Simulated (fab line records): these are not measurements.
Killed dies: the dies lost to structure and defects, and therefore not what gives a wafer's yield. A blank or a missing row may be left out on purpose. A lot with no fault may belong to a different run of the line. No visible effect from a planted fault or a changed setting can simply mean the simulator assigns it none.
Which tool was responsible? + flow sky130 + 12 lots with 36 wafers sampled at 5 steps, on a route of 708 steps

## WHAT EACH GAUGE READ, for each wafer
The record lacks any reading of a measuring or inspecting step that a usual standard deviation could be used to judge.

## EACH LOT AND THE TOOL THAT RAN IT (in order: tool; ch and the chambers of the sampled wafers; start)
| lot  | SKY_VIA3_CMP_24               | SKY_METAL4_SPUTTER_01        | SKY_METAL4_SPUTTER_03        | SKY_CAP2M_SOFTBAKE_08             | SKY_PAD_OPEN_PROBE_99   |
|------|-------------------------------|------------------------------|------------------------------|-----------------------------------|-------------------------|
| L907 | cmp-01 ch 1,2,3, day 40 00:34 | pvd_sputter-03, day 40 00:47 | pvd_sputter-03, day 40 00:51 | litho_track-02 ch 0, day 40 13:19 | -                       |
| L908 | cmp-01 ch 2,3, day 40 04:07   | pvd_sputter-02, day 40 04:26 | pvd_sputter-02, day 40 04:31 | litho_track-02 ch 0, day 40 17:35 | -                       |
| L912 | cmp-02 ch 2,3, day 41 09:29   | pvd_sputter-02, day 41 09:49 | pvd_sputter-02, day 41 09:52 | litho_track-03 ch 0, day 41 21:50 | -                       |
| L913 | cmp-02 ch 1,2,3, day 42 00:19 | pvd_sputter-01, day 42 00:32 | pvd_sputter-01, day 42 00:36 | litho_track-02 ch 0, day 42 12:40 | -                       |
| L915 | cmp-01 ch 0,1,3, day 42 18:47 | pvd_sputter-02, day 42 19:04 | pvd_sputter-02, day 42 19:07 | litho_track-02 ch 0, day 43 06:47 | -                       |
| L918 | cmp-01 ch 0,1,2, day 43 19:03 | pvd_sputter-03, day 43 19:19 | pvd_sputter-03, day 43 19:23 | litho_track-01 ch 0, day 44 06:54 | -                       |
| L917 | cmp-02 ch 1,2,3, day 43 22:13 | pvd_sputter-03, day 43 22:29 | pvd_sputter-03, day 43 22:33 | litho_track-02 ch 0, day 44 09:47 | -                       |
| L920 | cmp-02 ch 0,1,3, day 44 11:55 | pvd_sputter-02, day 44 12:05 | pvd_sputter-02, day 44 12:09 | litho_track-02 ch 0, day 44 23:28 | -                       |
| L923 | cmp-02 ch 0,1,3, day 45 02:22 | pvd_sputter-02, day 45 02:35 | pvd_sputter-02, day 45 02:39 | litho_track-03 ch 0, day 45 12:59 | -                       |
| L924 | cmp-01 ch 0,1,3, day 45 02:50 | pvd_sputter-01, day 45 03:10 | pvd_sputter-01, day 45 03:13 | litho_track-01 ch 0, day 45 14:18 | -                       |
| L925 | cmp-01 ch 0,1,2, day 45 09:25 | pvd_sputter-01, day 45 09:41 | pvd_sputter-01, day 45 09:46 | litho_track-03 ch 0, day 45 20:50 | prober-02, day 50 11:15 |
| L928 | cmp-02 ch 0,1,2, day 46 00:52 | pvd_sputter-03, day 46 01:11 | pvd_sputter-03, day 46 01:15 | litho_track-03 ch 0, day 46 11:17 | -                       |
- SKY_VIA3_CMP_24: polishes, stops on SiO2, t overpolish 20 s, target thk 0 nm.
- SKY_METAL4_SPUTTER_01: material TiN, target thk 20 nm, time 16.7 s.
- SKY_METAL4_SPUTTER_03: material Ti, target thk 5 nm, time 3.3 s.
- SKY_CAP2M_SOFTBAKE_08: time 60 s.
- SKY_PAD_OPEN_PROBE_99

## WHAT THE TOOLS THEMSELVES READ (means of the sampled wafers that have a number; where no wafer has one, the mark that the record gives instead)
SKY_VIA3_CMP_24. Usual: motor_current_A 11.7 A, standard deviation 0.81; overpolish_run_s 20.000 s, standard deviation 0.0094; slurry_filter_dp_kPa 13.49 kPa, standard deviation 0.12; time_to_endpoint_s 96 s, standard deviation 3.9.
| lot  | tool   | motor_current_A (A) | overpolish_run_s (s) | slurry_filter_dp_kPa (kPa) | time_to_endpoint_s (s) | flag |
|------|--------|---------------------|----------------------|----------------------------|------------------------|------|
| L907 | cmp-01 | 12.0                | 19.994               | 13.42                      | 97                     |      |
| L908 | cmp-01 | 11.9                | 20.011               | 13.61                      | 99                     |      |
| L912 | cmp-02 | 11.1                | 20.010               | 13.45                      | 97                     |      |
| L913 | cmp-02 | 11.6                | 19.996               | 13.59                      | 92                     |      |
| L915 | cmp-01 | 12.2                | 19.993               | 13.43                      | 95                     |      |
| L918 | cmp-01 | 11.2                | 20.006               | 13.52                      | 99                     |      |
| L917 | cmp-02 | 11.7                | 19.997               | 13.32                      | 97                     |      |
| L920 | cmp-02 | 11.6                | 19.996               | 13.48                      | 92                     |      |
| L923 | cmp-02 | 12.0                | 20.000               | 13.48                      | 96                     |      |
| L924 | cmp-01 | 12.2                | 19.997               | 13.39                      | 101                    |      |
| L925 | cmp-01 | 11.5                | 20.006               | 13.54                      | 95                     |      |
| L928 | cmp-02 | 11.9                | 19.999               | 13.50                      | 95                     |      |

SKY_METAL4_SPUTTER_01. Usual: throttle_valve_pct at 29.7 %, with a standard deviation of 1.1.
| lot  | tool           | throttle_valve_pct (%) | flag |
|------|----------------|------------------------|------|
| L907 | pvd_sputter-03 | 30.0                   |      |
| L908 | pvd_sputter-02 | 29.0                   |      |
| L912 | pvd_sputter-02 | 29.0                   |      |
| L913 | pvd_sputter-01 | 28.7                   |      |
| L915 | pvd_sputter-02 | 30.0                   |      |
| L918 | pvd_sputter-03 | 29.9                   |      |
| L917 | pvd_sputter-03 | 30.1                   |      |
| L920 | pvd_sputter-02 | 30.1                   |      |
| L923 | pvd_sputter-02 | 31.1                   |      |
| L924 | pvd_sputter-01 | 29.5                   |      |
| L925 | pvd_sputter-01 | 29.0                   |      |
| L928 | pvd_sputter-03 | 30.4                   |      |

SKY_METAL4_SPUTTER_03. Usual: throttle_valve_pct at 29.7 %, with a standard deviation of 1.1.
| lot  | tool           | throttle_valve_pct (%) | flag |
|------|----------------|------------------------|------|
| L907 | pvd_sputter-03 | 30.1                   |      |
| L908 | pvd_sputter-02 | 29.2                   |      |
| L912 | pvd_sputter-02 | 29.1                   |      |
| L913 | pvd_sputter-01 | 28.6                   |      |
| L915 | pvd_sputter-02 | 30.0                   |      |
| L918 | pvd_sputter-03 | 29.9                   |      |
| L917 | pvd_sputter-03 | 30.1                   |      |
| L920 | pvd_sputter-02 | 30.2                   |      |
| L923 | pvd_sputter-02 | 31.3                   |      |
| L924 | pvd_sputter-01 | 29.6                   |      |
| L925 | pvd_sputter-01 | 29.0                   |      |
| L928 | pvd_sputter-03 | 30.5                   |      |

SKY_CAP2M_SOFTBAKE_08. Usual: exhaust_pa 44.9 Pa, standard deviation 0.9; heater_power_total_W 56.60 W, standard deviation 0.042; plate_temp_C 90.03 C, standard deviation 0.13.
| lot  | tool           | exhaust_pa (Pa) | heater_power_total_W (W) | plate_temp_C (C) | flag |
|------|----------------|-----------------|--------------------------|------------------|------|
| L907 | litho_track-02 | 45.1            | 56.61                    | 90.04            |      |
| L908 | litho_track-02 | 45.0            | 56.55                    | 90.04            |      |
| L912 | litho_track-03 | 44.9            | 56.63                    | 90.13            |      |
| L913 | litho_track-02 | 45.7            | 56.65                    | 89.94            |      |
| L915 | litho_track-02 | 45.7            | 56.57                    | 90.10            |      |
| L918 | litho_track-01 | 45.1            | 56.59                    | 90.07            |      |
| L917 | litho_track-02 | 43.8            | 54.20                    | 87.32            | OFF  |
| L920 | litho_track-02 | 45.5            | 54.20                    | 87.49            | OFF  |
| L923 | litho_track-03 | 44.2            | 56.63                    | 90.17            |      |
| L924 | litho_track-01 | 45.7            | 56.59                    | 89.99            |      |
| L925 | litho_track-03 | 45.1            | 56.63                    | 89.98            |      |
| L928 | litho_track-03 | 43.3            | 56.60                    | 89.99            |      |

SKY_PAD_OPEN_PROBE_99. Usual: defect_limited_yield 82.9 %, standard deviation 1.7; killed_at_M0_to_M3 42, standard deviation 6.7; killed_at_M4_up 3.4, standard deviation 2; killed_at_contacts 24, standard deviation 5.1; killed_at_front_end 14, standard deviation 4.2; killed_at_other 0.2, standard deviation 0.49; killed_dies 84, standard deviation 8.4; killed_open 46, standard deviation 7; killed_short 39, standard deviation 5.8; sort_bin_3_pad_short 0.8 %, standard deviation 0.42; sort_bin_5_function 10.2 %, standard deviation 1.3; sort_bin_6_memory 6.1 %, standard deviation 1; sort_n_pass 408, standard deviation 8.4; sort_yield_pct 82.9 %, standard deviation 1.7.
| lot  | tool      | defect_limited_yield (%) | killed_at_M0_to_M3 | killed_at_M4_up | killed_at_contacts | killed_at_front_end | killed_at_other | killed_dies | killed_open | killed_short | sort_bin_3_pad_short (%) | sort_bin_5_function (%) | sort_bin_6_memory (%) | sort_n_pass | sort_yield_pct (%) | flag |
|------|-----------|--------------------------|--------------------|-----------------|--------------------|---------------------|-----------------|-------------|-------------|--------------|--------------------------|-------------------------|-----------------------|-------------|--------------------|------|
| L925 | prober-02 | 83.5                     | 43                 | 3.3             | 21                 | 14                  | 0.0             | 81          | 43          | 38           | 0.7                      | 10.0                    | 5.8                   | 411         | 83.5               |      |

## THE ANSWER, worked out from the rows above alone
Rule: take the mean of a lot's wafers that have a number; if it is more than 3 standard deviations from the usual mean, the lot is off. A lot without any number at a reading at which 4 lots or more have one is off too. Where the step has rows for the other lots, those lots are counted as sound. First the gauges in route order, then the tools' own readings, where a lot's mean is used as printed above. The first step at which some lot is off is used, and at that step the reading that is off furthest; a lot without a number counts as furthest.
Off, at SKY_CAP2M_SOFTBAKE_08 on heater_power_total_W: L917, L920.
If a tool, at that step or one of the process steps before it, ran each lot that is off and ran no sound lot following the first of them, it fits. One fits: litho_track-02 at SKY_CAP2M_SOFTBAKE_08. A fault onset in the window from L915 (day 43 06:47, its last sound lot) to L917 (day 44 09:47, its first lot off) fits.
The tool's own readings at SKY_CAP2M_SOFTBAKE_08 bear it out: on the lots that are off they differ by more than 5 times the standard deviation of the sound lots' means. heater_power_total_W reads 54.20 W there against 56.61 W on the sound lots; plate_temp_C reads 87.41 C there against 90.05 C on the sound lots.

## WHAT THE SIMULATOR HAD INSERTED
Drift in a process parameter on litho_track-02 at SKY_CAP2M_SOFTBAKE_08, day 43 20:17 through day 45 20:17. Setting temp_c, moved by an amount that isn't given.
Lots struck among those shown: L917, L920. The rule above found the same.
